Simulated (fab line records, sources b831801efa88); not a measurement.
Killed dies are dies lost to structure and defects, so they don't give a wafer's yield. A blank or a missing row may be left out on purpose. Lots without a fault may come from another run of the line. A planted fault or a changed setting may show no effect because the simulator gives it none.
Which tool did it? | flow gf180mcu | 24 lots, 72 wafers sampled, at 5 steps of a route of 602

WHAT THE GAUGES READ, wafer by wafer
GF_M2_OVL_MEAS_15.
lot  | measured     | on         | M2_OVL (nm)
L074 | day 19 01:20 | overlay-02 | -1 3 -3
L075 | day 19 10:26 | overlay-02 | -6 -9 -12
L076 | day 20 00:46 | overlay-02 | 8 1 4
L077 | day 20 07:29 | overlay-01 | -3 -12 -7
L078 | day 20 20:31 | overlay-01 | -2 5 15
L079 | day 21 03:59 | overlay-02 | 0 -1 7
L080 | day 21 14:53 | overlay-01 | 1 0 8
L081 | day 22 03:42 | overlay-02 | 5 -2 5
L082 | day 22 04:02 | overlay-02 | -4 7 8
L083 | day 22 21:08 | overlay-02 | 12 1 7
L084 | day 23 05:16 | overlay-01 | 12 5 9
L085 | day 23 06:35 | overlay-01 | 7 3 7
L086 | day 23 15:20 | overlay-01 | 10 9 7
L087 | day 23 22:12 | overlay-01 | 7 4 4
L088 | day 24 10:49 | overlay-02 | -1 -3 -5
L089 | day 24 16:25 | overlay-01 | -6 -2 -3
L090 | day 25 06:52 | overlay-01 | 3 13 5
L091 | day 25 08:34 | overlay-01 | 4 0 -2
L092 | day 25 14:19 | overlay-01 | 1 1 -4
L093 | day 26 00:28 | overlay-01 | -3 1 -6
L094 | day 26 09:06 | overlay-01 | 10 15 8
L095 | day 26 19:55 | overlay-01 | -3 -7 1
L096 | day 26 22:04 | overlay-01 | -6 1 1
L097 | day 27 00:56 | overlay-01 | -8 -1 -3

GF_V3_CD_MEAS_14: target cd 260 nm.
lot  | measured     | on        | cd_nm (nm)
L074 | day 22 05:16 | cd_sem-02 | 262.0 261.6 261.7
L075 | day 22 14:07 | cd_sem-02 | 259.5 260.7 258.6
L076 | day 23 03:13 | cd_sem-02 | 258.5 260.4 259.9
L077 | day 23 10:55 | cd_sem-02 | 259.8 259.6 260.3
L078 | day 23 22:40 | cd_sem-01 | 259.1 260.1 259.7
L079 | day 24 05:53 | cd_sem-02 | 260.5 259.4 259.7
L080 | day 24 15:01 | cd_sem-02 | 259.0 258.1 260.3
L081 | day 25 02:37 | cd_sem-01 | 258.3 258.7 258.3
L082 | day 25 02:59 | cd_sem-01 | 258.2 258.5 258.5
L083 | day 25 22:05 | cd_sem-02 | 259.7 260.1 260.3
L084 | day 26 03:44 | cd_sem-02 | 259.2 260.3 260.6
L085 | day 26 05:16 | cd_sem-02 | 257.1 256.4 256.6
L086 | day 26 12:10 | cd_sem-01 | 258.8 259.8 259.3
L087 | day 26 21:13 | cd_sem-02 | 257.8 258.9 256.7
L088 | day 27 05:13 | cd_sem-02 | 259.8 260.2 260.1
L089 | day 27 11:04 | cd_sem-02 | 260.9 260.0 259.9
L090 | day 28 01:40 | cd_sem-01 | 260.7 261.9 262.1
L091 | day 28 03:25 | cd_sem-01 | 258.1 258.6 258.9
L092 | day 28 08:52 | cd_sem-01 | 263.2 261.8 261.8
L093 | day 28 17:27 | cd_sem-01 | 259.7 259.1 260.1
L094 | day 28 23:52 | cd_sem-02 | 260.6 260.7 258.6
L095 | day 29 10:04 | cd_sem-02 | 260.4 259.3 260.2
L096 | day 29 13:35 | cd_sem-01 | 260.5 260.6 259.8
L097 | day 29 15:13 | cd_sem-02 | 258.2 259.1 259.0

WHICH TOOL RAN EACH LOT (tool, then ch and the chambers of the sampled wafers, then the start)
lot  | GF_V1_ETCH_17                                 | GF_V1_CVD_23                  | GF_V2_SPUTTER_21
L074 | rie_diel-02 ch 1,2,3, day 18 00:41 or earlier | cvd_w-01 ch 0,1, day 18 00:41 | pvd_sputter-04, day 20 03:38
L075 | rie_diel-04 ch 0,2,3, day 18 09:17 or earlier | cvd_w-02 ch 0,1, day 18 09:17 | pvd_sputter-01, day 20 12:56
L076 | rie_diel-03 ch 1,2,3, day 18 23:48 or earlier | cvd_w-01 ch 0, day 18 23:48   | pvd_sputter-02, day 21 02:35
L077 | rie_diel-03 ch 1,3, day 19 06:06 or earlier   | cvd_w-01 ch 0,1, day 19 06:06 | pvd_sputter-01, day 21 10:20
L078 | rie_diel-04 ch 0,2,3, day 19 19:11 or earlier | cvd_w-02 ch 0,1, day 19 19:11 | pvd_sputter-02, day 21 22:52
L079 | rie_diel-02 ch 0,1,3, day 20 03:14 or earlier | cvd_w-02 ch 0,1, day 20 03:14 | pvd_sputter-02, day 22 05:44
L080 | rie_diel-02 ch 1,2,3, day 20 14:32 or earlier | cvd_w-02 ch 0,1, day 20 14:32 | pvd_sputter-04, day 22 16:26
L081 | rie_diel-03 ch 0,2,3, day 21 03:47 or earlier | cvd_w-02 ch 0,1, day 21 03:47 | pvd_sputter-04, day 23 04:46
L082 | rie_diel-02 ch 0,2, day 21 04:05 or earlier   | cvd_w-01 ch 0,1, day 21 04:05 | pvd_sputter-01, day 23 05:01
L083 | rie_diel-02 ch 0,3, day 21 21:01 or earlier   | cvd_w-02 ch 0,1, day 21 21:01 | pvd_sputter-01, day 23 21:47
L084 | rie_diel-04 ch 0,3, day 22 05:33 or earlier   | cvd_w-02 ch 0,1, day 22 05:33 | pvd_sputter-01, day 24 06:03
L085 | rie_diel-03 ch 0,2,3, day 22 07:05 or earlier | cvd_w-01 ch 1, day 22 07:05   | pvd_sputter-04, day 24 07:31
L086 | rie_diel-02 ch 0,1,3, day 22 15:50 or earlier | cvd_w-01 ch 0,1, day 22 15:50 | pvd_sputter-01, day 24 15:33
L087 | rie_diel-02 ch 0,1,3, day 22 23:35 or earlier | cvd_w-01 ch 0,1, day 22 23:35 | pvd_sputter-04, day 24 22:14
L088 | rie_diel-02 ch 0,1, day 23 12:17 or earlier   | cvd_w-02 ch 1, day 23 12:17   | pvd_sputter-01, day 25 09:27
L089 | rie_diel-03 ch 0,2,3, day 23 17:23 or earlier | cvd_w-01 ch 0,1, day 23 17:23 | pvd_sputter-04, day 25 16:31
L090 | rie_diel-02 ch 1,2,3, day 24 08:41 or earlier | cvd_w-01 ch 0,1, day 24 08:41 | pvd_sputter-04, day 26 07:00
L091 | rie_diel-04 ch 1,2,3, day 24 11:11 or earlier | cvd_w-01 ch 0, day 24 11:11   | pvd_sputter-01, day 26 08:14
L092 | rie_diel-03 ch 1,3, day 24 16:25 or earlier   | cvd_w-01 ch 0,1, day 24 16:25 | pvd_sputter-04, day 26 13:41
L093 | rie_diel-04 ch 0,2, day 25 02:07 or earlier   | cvd_w-01 ch 0,1, day 25 02:07 | pvd_sputter-04, day 26 23:27
L094 | rie_diel-02 ch 0,1, day 25 10:29 or earlier   | cvd_w-01 ch 0,1, day 25 10:29 | pvd_sputter-04, day 27 07:06
L095 | rie_diel-02 ch 1,2, day 25 22:39 or earlier   | cvd_w-01 ch 1, day 25 22:39   | pvd_sputter-01, day 27 17:58
L096 | rie_diel-04 ch 1,3, day 26 00:12 or earlier   | cvd_w-01 ch 0,1, day 26 00:12 | pvd_sputter-04, day 27 20:47
L097 | rie_diel-02 ch 1,2,3, day 26 04:03 or earlier | cvd_w-01 ch 0,1, day 26 04:03 | pvd_sputter-01, day 27 22:47
- GF_V1_ETCH_17: etches SiO2 in C4F8/O2/Ar, stops on TiN, target depth 630 nm.
- GF_V1_CVD_23: deposits W, target thk 350 nm, time 105.05 s.
- GF_V2_SPUTTER_21: material Ti, target thk 15 nm, time 80.02 s.

WHAT THE TOOLS THEMSELVES READ (means of the sampled wafers that have a number; where no wafer has one, the mark that the record gives instead)
GF_V1_ETCH_17.
lot  | tool        | bias_w (W) | oes_product_au (a.u.)
L074 | rie_diel-02 | 1244       | 0.860
L075 | rie_diel-04 | 1247       | 0.862
L076 | rie_diel-03 | 1250       | 0.859
L077 | rie_diel-03 | 1241       | 0.861
L078 | rie_diel-04 | 1243       | 0.857
L079 | rie_diel-02 | 1248       | 0.853
L080 | rie_diel-02 | 1251       | 0.853
L081 | rie_diel-03 | 1245       | 0.859
L082 | rie_diel-02 | 1247       | 0.856
L083 | rie_diel-02 | 1246       | 0.858
L084 | rie_diel-04 | 1246       | 0.859
L085 | rie_diel-03 | 1248       | 0.855
L086 | rie_diel-02 | 1243       | 0.860
L087 | rie_diel-02 | 1247       | 0.855
L088 | rie_diel-02 | 1249       | 0.852
L089 | rie_diel-03 | 1245       | 0.854
L090 | rie_diel-02 | 1247       | 0.854
L091 | rie_diel-04 | 1245       | 0.854
L092 | rie_diel-03 | 1249       | 0.856
L093 | rie_diel-04 | 1248       | 0.858
L094 | rie_diel-02 | 1246       | 0.856
L095 | rie_diel-02 | 1246       | 0.857
L096 | rie_diel-04 | 1247       | 0.859
L097 | rie_diel-02 | 1240       | 0.857

GF_V1_CVD_23.
lot  | tool     | heater_power_w (W)
L074 | cvd_w-01 | 929
L075 | cvd_w-02 | 984
L076 | cvd_w-01 | 957
L077 | cvd_w-01 | 926
L078 | cvd_w-02 | 1011
L079 | cvd_w-02 | 1020
L080 | cvd_w-02 | 1003
L081 | cvd_w-02 | 981
L082 | cvd_w-01 | 922
L083 | cvd_w-02 | 1011
L084 | cvd_w-02 | 1032
L085 | cvd_w-01 | 898
L086 | cvd_w-01 | 921
L087 | cvd_w-01 | 947
L088 | cvd_w-02 | 951
L089 | cvd_w-01 | 934
L090 | cvd_w-01 | 952
L091 | cvd_w-01 | 976
L092 | cvd_w-01 | 925
L093 | cvd_w-01 | 912
L094 | cvd_w-01 | 914
L095 | cvd_w-01 | 920
L096 | cvd_w-01 | 953
L097 | cvd_w-01 | 923

GF_V2_SPUTTER_21.
lot  | tool           | throttle_valve_pct (%)
L074 | pvd_sputter-04 | 30.2
L075 | pvd_sputter-01 | 30.5
L076 | pvd_sputter-02 | 30.2
L077 | pvd_sputter-01 | 29.9
L078 | pvd_sputter-02 | 29.5
L079 | pvd_sputter-02 | 29.5
L080 | pvd_sputter-04 | 29.9
L081 | pvd_sputter-04 | 29.8
L082 | pvd_sputter-01 | 30.2
L083 | pvd_sputter-01 | 30.3
L084 | pvd_sputter-01 | 30.0
L085 | pvd_sputter-04 | 29.8
L086 | pvd_sputter-01 | 30.2
L087 | pvd_sputter-04 | 29.0
L088 | pvd_sputter-01 | 29.7
L089 | pvd_sputter-04 | 29.9
L090 | pvd_sputter-04 | 29.7
L091 | pvd_sputter-01 | 29.8
L092 | pvd_sputter-04 | 29.9
L093 | pvd_sputter-04 | 30.4
L094 | pvd_sputter-04 | 29.7
L095 | pvd_sputter-01 | 29.4
L096 | pvd_sputter-04 | 29.7
L097 | pvd_sputter-01 | 30.0

THE ANSWER, worked out from the rows above alone
Rule: what is usual is taken from the lots themselves. Put in order of their means at a reading, lots are off if they are a third of the lots or fewer, leave a main group of 4 or more, and stand apart from it by a gap of 3 or more times the standard deviation of the main group's means; of several such gaps the widest counts. A main group whose means are all the same, to the digits that the tables above print for the reading, isn't used. A lot without any number at a reading at which 4 lots or more have one is off too. The other lots that the step has rows for count as sound. The gauges are gone through in route order, then the tools' own readings, and for those a lot's mean is taken as printed above. The first step at which some lot is off is used, and at that step the reading that is off furthest; a lot without a number counts as furthest.
No lot is off at any reading shown: from this, nothing can be told.

WHAT THE SIMULATOR HAD PUT IN
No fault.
